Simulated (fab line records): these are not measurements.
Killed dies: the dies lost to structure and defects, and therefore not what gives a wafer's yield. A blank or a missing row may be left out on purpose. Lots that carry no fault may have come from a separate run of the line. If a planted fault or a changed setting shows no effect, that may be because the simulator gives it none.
The tool behind it: which one? -- flow gf180mcu -- 6 lots, 18 wafers sampled, at 3 steps of a route of 602

## WHAT THE GAUGES READ, wafer by wafer
GF_V2_THK_MEAS_01.
lot,measured,on,V2_CVD_00_THK (nm)
L749,day 19 20:42,film_metro-02,592 587 597
L751,day 20 19:11,film_metro-02,595 598 601
L753,day 21 15:16,film_metro-01,597 601 596
L757,day 23 00:28,film_metro-01,598 594 593
L759,day 23 18:50,film_metro-01,598 601 596
L767,day 26 06:10,film_metro-04,593 587 590

## WHICH TOOL RAN EACH LOT (tool, then ch and the chambers of the sampled wafers, then the start)
lot,GF_V1_CMP_26,GF_M2_SPUTTER_00
L749,"cmp-02 ch 0,1,2, day 18 19:58","pvd_sputter-02, day 18 20:07"
L751,"cmp-02 ch 0,3, day 19 17:51","pvd_sputter-04, day 19 18:09"
L753,"cmp-01 ch 2,3, day 20 13:37","pvd_sputter-02, day 20 13:55"
L757,"cmp-02 ch 1,2,3, day 22 00:01","pvd_sputter-04, day 22 00:10"
L759,"cmp-01 ch 0,1, day 22 18:23","pvd_sputter-02, day 22 18:41"
L767,"cmp-02 ch 0,1,3, day 25 07:56","pvd_sputter-01, day 25 08:11"
- GF_V1_CMP_26: polishes, stops on SiO2, t overpolish 15 s, target thk 0 nm.
- GF_M2_SPUTTER_00: material Ti, target thk 37.5 nm, time 150 s.

## THE ANSWER, worked out from the rows above alone
Rule: what is usual is taken from the lots themselves. Put in order of their means at a reading, lots are off if they are a third of the lots or fewer, leave a main group of 4 or more, and stand apart from it by a gap of 3 or more times the standard deviation of the main group's means; of several such gaps the widest counts. A main group whose means are all the same, to the digits that the tables above print for the reading, isn't used. A lot without any number at a reading at which 4 lots or more have one is off too. All remaining lots with rows at the step are treated as sound.
No lot is off at any reading shown: from this, nothing can be told.

## WHAT HAD BEEN PUT IN BY THE SIMULATOR
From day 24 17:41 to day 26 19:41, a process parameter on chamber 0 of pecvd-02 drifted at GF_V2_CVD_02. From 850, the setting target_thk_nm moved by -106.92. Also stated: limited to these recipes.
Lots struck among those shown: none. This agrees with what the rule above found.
